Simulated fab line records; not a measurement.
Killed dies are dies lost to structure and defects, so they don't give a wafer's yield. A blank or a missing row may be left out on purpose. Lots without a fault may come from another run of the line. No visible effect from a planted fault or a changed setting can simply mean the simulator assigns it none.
Comparing a struck lot with a sound one | flow sfqLine | 42 out of 325 route steps
Sound: these wafers, L385.2, L385.3, L385.6. Struck: wafers L391.1, L391.4, L391.6. The cause is given at the end.
Per side, at each step with rows, come the tool, then ch with its chambers, and then its first start. Under that, the readings that differ: sound wafers | struck wafers | difference of the means | sigmas: that difference in standard deviations of wafers without a fault.
alike: readings with means less than 2 such deviations apart, plus words and numbers identical on both sides. not compared: withheld readings, readings lacking a value on some wafer, bounds such as >300 that could conceal the same value, and numbers that have no deviation in the record and whose values overlap.
A row with sigmas, a row that says differs or no value, or rows on one side alone: a step with any of these is where the two part. Numbers that have no deviation but don't overlap get no sigmas and don't part them. A reading missing from all wafers of one side parts the sides only when that side holds two or more wafers.

first, 5 steps without rows for these wafers: SFQ_TRILAYER_I4_VIA_BARC_OPEN_VIA_ETCH_146 (etches BARC in O2, target depth 125 nm, time 41.7 s); SFQ_TRILAYER_I4_VIA_ETCH_VIA_ETCH_106 (etches SiO2 in CHF3, stops on Nb, target depth 260 nm); SFQ_TRILAYER_I4_VIA_STRIP_STRIP_107 (strips in O2); SFQ_TRILAYER_I4_VIA_STRIP_SOLV_CLEAN_108 (cleans in NMP, time 600 s); SFQ_TRILAYER_JJ_TRILAYER_DEP_PRE_CLEAN_113 (time 22.5 s).
SFQ_TRILAYER_JJ_TRILAYER_DEP_SPUTTER_109: material Nb, target thk 150 nm, time 100 s.
  sound on pvdSputter-03, day 53 08:40; struck on pvdSputter-03, day 55 13:25
  alike: throttleValvePct
then, 3 steps without rows for these wafers: SFQ_TRILAYER_JJ_TRILAYER_DEP_SPUTTER_110 (material Al, target thk 8 nm, time 10 s); SFQ_TRILAYER_JJ_TRILAYER_DEP_AL_OXIDATION_111 (oxidation time 600 s); SFQ_TRILAYER_JJ_TRILAYER_DEP_SPUTTER_112 (material Nb, target thk 170 nm, time 113.3 s).
SFQ_JJ_RS_MEAS_929: measurement is done with a four-point probe.
  sound on filmMetro-02, day 53 09:51; struck on filmMetro-04, day 55 14:36
  alike: JJ_NB_RS
then, 1 step without rows for these wafers: SFQ_TRILAYER_JJ_CE_LITHO_COAT_119 (resist thk 62 nm).
SFQ_TRILAYER_JJ_CE_LITHO_COAT_114: resist thk 600 nm.
  sound on lithoTrack-01 ch 0, day 53 10:22; struck on lithoTrack-01 ch 0, day 55 15:05
reading                                               | sound             | struck            | difference | sigmas
model.KrF_of_TRILAYER_JJ_CE_LITHO_COAT_114.thkNm (nm) | 599.2 598.1 597.6 | 740.3 742.1 744.4 | +144.0     | 
then, 4 steps without rows for these wafers: SFQ_TRILAYER_JJ_CE_LITHO_SOFTBAKE_118; SFQ_TRILAYER_JJ_CE_LITHO_EXPOSE_115 (exposes mask J5, target cd 700 nm); SFQ_TRILAYER_JJ_CE_LITHO_PEB_117 (peb time 60 s); SFQ_TRILAYER_JJ_CE_LITHO_DEVELOP_116 (time 60 s).
-- the record jumps here: 6 days lie between the struck wafers' starts before and after --
SFQ_JJ_OVL_MEAS_931:
  sound on overlay-01, day 59 07:26; struck on overlay-01, day 61 16:39
  alike: J5_OVL
SFQ_TRILAYER_JJ_CE_METRO_MEASURE_117:
  sound on cdSem-01, day 59 07:40; struck on cdSem-01, day 61 16:41
reading   | sound             | struck            | difference | sigmas
cdNm (nm) | 700.8 701.1 702.2 | 704.4 704.3 704.1 | +2.9       | +2
SFQ_TRILAYER_JJ_CE_BARC_OPEN_RIE_150: chemistry O2, target BARC, target depth 240 nm, time 80 s.
  sound on rieMetal-04 ch 0, day 59 08:40; struck on rieMetal-01 ch 0,1, day 61 17:53
reading            | sound           | struck            | difference | sigmas
model.JJ.cdNm (nm) | 700.1 700 701.4 | 704.4 703.4 705.8 | +4.0       | 
  alike: chamberPressureMTorr, drypumpMotorCurrentA, oesProductAu
  not compared: rfHoursCounterH
SFQ_TRILAYER_JJ_CE_ETCH_RIE_118: chemistry SF6, target Nb, stops on Al2O3, time 97.7 s, target depth 170 nm.
  sound on rieMetal-04 ch 0, day 59 08:46; struck on rieMetal-01 ch 0,1, day 61 17:59
reading                                               | sound             | struck          | difference | sigmas
model.KrF_of_TRILAYER_JJ_CE_LITHO_COAT_114.thkNm (nm) | 475.9 475.6 475.2 | 618 619.3 622.3 | +144       | 
  alike: chamberPressureMTorr, drypumpMotorCurrentA, oesProductAu
  not compared: rfHoursCounterH, model.JJ.cdNm
then, 9 steps without rows for these wafers: SFQ_TRILAYER_JJ_ANODIZE_ANODIZE_119; SFQ_TRILAYER_JJ_CE_STRIP_STRIP_120 (strips in O2); SFQ_TRILAYER_JJ_CE_STRIP_SOLV_CLEAN_121 (cleans in NMP, time 600 s); SFQ_TRILAYER_M5_LITHO_COAT_128 (resist thk 62 nm); SFQ_TRILAYER_M5_LITHO_COAT_123 (resist thk 600 nm); SFQ_TRILAYER_M5_LITHO_SOFTBAKE_127; SFQ_TRILAYER_M5_LITHO_EXPOSE_124 (exposes mask M5, target cd 700 nm); SFQ_TRILAYER_M5_LITHO_PEB_126 (peb time 60 s); SFQ_TRILAYER_M5_LITHO_DEVELOP_125 (time 60 s).
SFQ_M5_OVL_MEAS_932:
  sound on overlay-01, day 59 12:25; struck on overlay-02, day 61 22:30
  alike: M5_OVL
SFQ_TRILAYER_M5_BARC_OPEN_METAL_ETCH_161: etches BARC in O2, target depth 125 nm, time 41.7 s.
  sound on rieMetal-02 ch 0,1, day 59 12:26; struck on rieMetal-02 ch 0,1, day 61 22:32
  alike: chamberPressureMTorr, drypumpMotorCurrentA, oesProductAu
  not compared: rfHoursCounterH
then, 3 steps without rows for these wafers: SFQ_TRILAYER_M5_ETCH_METAL_ETCH_126 (etches Nb in Cl2/BCl3, stops on SiO2, time 203.2 s, target depth 265 nm); SFQ_TRILAYER_M5_STRIP_STRIP_127 (strips in O2); SFQ_TRILAYER_M5_STRIP_SOLV_CLEAN_128 (cleans in NMP, time 600 s).
SFQ_TRILAYER_A5B_DEP_PECVD_129: deposits SiO2 from SiH4/N2O, time 133.33 s, target thk 600 nm.
  sound on pecvd-03 ch 0,2, day 59 13:28; struck on pecvd-04 ch 0,2, day 61 23:34
  alike: heaterPowerOuterW, heaterPowerW, throttleValvePct
SFQ_TRILAYER_A5B_CMP_CMP_130: polishes, stops on Nb, target thk 340.7 nm.
  sound on cmp-02 ch 0,1,2, day 59 14:22; struck on cmp-02 ch 1,3, day 61 23:39
  alike: motorCurrentA, retainingRingPressureFrac, slurryFilterDpKPa
then, 3 steps without rows for these wafers: SFQ_TRILAYER_A5B_METRO_MEASURE_131; SFQ_TRILAYER_R5_DEP_SPUTTER_132 (material Ti, target thk 5 nm, time 5 s); SFQ_TRILAYER_R5_DEP_SPUTTER_133 (material MoNx, target thk 40 nm, time 66.7 s).
SFQ_TRILAYER_R5_DEP_SPUTTER_134: material Ti, target thk 5 nm, time 5 s.
  sound on pvdSputter-05, day 59 18:38; struck on pvdSputter-04, day 62 03:56
  alike: throttleValvePct
SFQ_R5_RS_MEAS_933: measurement is done with a four-point probe.
  sound on filmMetro-04, day 59 18:41; struck on filmMetro-04, day 62 03:57
  alike: R5_MONX_RS
-- the record jumps here: 25 days lie between the struck wafers' starts before and after (it left off in module R5 and takes up again in module M8, whose first step shown is number 325 of the route) --
SFQ_M8_BOW_MEAS_951:
  sound on filmMetro-02, day 85 17:00; struck on filmMetro-02, day 86 17:06
  alike: M8_BOW
  not compared: model.etest.jj.gTimes

== WHERE THEY PART ==
At SFQ_TRILAYER_JJ_CE_METRO_MEASURE_117 and nowhere else, as far as this record goes. Later steps at which nothing parts them and some readings are alike: SFQ_TRILAYER_JJ_CE_BARC_OPEN_RIE_150, SFQ_TRILAYER_JJ_CE_ETCH_RIE_118, SFQ_M5_OVL_MEAS_932, SFQ_TRILAYER_M5_BARC_OPEN_METAL_ETCH_161, SFQ_TRILAYER_A5B_DEP_PECVD_129, SFQ_TRILAYER_A5B_CMP_CMP_130, SFQ_TRILAYER_R5_DEP_SPUTTER_134, SFQ_R5_RS_MEAS_933, SFQ_M8_BOW_MEAS_951.

WHY: what had been put in by the simulator
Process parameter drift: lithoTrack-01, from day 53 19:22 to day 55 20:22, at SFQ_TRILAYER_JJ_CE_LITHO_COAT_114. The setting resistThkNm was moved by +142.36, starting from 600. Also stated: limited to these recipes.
